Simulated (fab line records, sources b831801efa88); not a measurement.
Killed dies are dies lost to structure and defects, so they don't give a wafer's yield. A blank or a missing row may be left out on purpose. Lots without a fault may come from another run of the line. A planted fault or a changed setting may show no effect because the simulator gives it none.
One fault seen from 2 desks | flow gf180mcu | each desk has only its own numbers; what lay behind them comes last

THE TOOL OWNER'S DESK: pecvd-01
The tool's own readings at GF_CONTACT_CVD_02 (deposits SiO2 from TEOS, target thk 860 nm, time 95.992 s): means of the sampled wafers that have a number, for each lot that ran on this tool. A lot is out of limits, marked OUT, if its mean lies more than 4 standard deviations from the usual mean; the brackets give that distance.
Columns: A = heater_power_w at GF_CONTACT_CVD_02, usual 739 W
lot  | first seen here | A
L979 | day 15 09:01    | 698
L986 | day 18 09:35    | 759
L990 | day 19 20:06    | 741
L999 | day 22 15:52    | 741
L101 | day 23 06:05    | 791
This desk's finding: nothing out of limits on any of the 5 lots.

THE METROLOGY DESK
What the gauges read, lot by lot, whatever tool the lot ran on: means of the sampled wafers that have a number. A lot is out of limits, marked OUT, if its mean lies more than 4 standard deviations from the usual mean; the brackets give that distance.
Columns: A = CONTACT_CVD_02_THK at GF_CONTACT_THK_MEAS_03, usual 856 nm; B = CONTACT_W_THK at GF_CONTACT_THK_MEAS_26, usual 303 nm
lot  | first seen here | A   | B
L979 | day 15 09:06    | 862 | 303
L982 | day 16 11:25    | 862 | 303
L987 | day 18 05:44    | 854 | 304
L986 | day 18 09:40    | 890 | 308
L990 | day 19 20:11    | 896 | 299
L991 | day 20 04:34    | 858 | 302
L995 | day 21 06:52    | 848 | 296
L996 | day 21 18:04    | 842 | 299
L997 | day 21 20:07    | 851 | 299
L999 | day 22 15:56    | 864 | 302
L100 | day 22 21:17    | 858 | 304
L101 | day 23 06:10    | 859 | 302
This desk's finding: nothing out of limits on any of the 12 lots.

PUT TOGETHER
The tool owner's desk saw nothing out of limits.
The metrology desk saw nothing out of limits.

WHAT THE SIMULATOR HAD PUT IN
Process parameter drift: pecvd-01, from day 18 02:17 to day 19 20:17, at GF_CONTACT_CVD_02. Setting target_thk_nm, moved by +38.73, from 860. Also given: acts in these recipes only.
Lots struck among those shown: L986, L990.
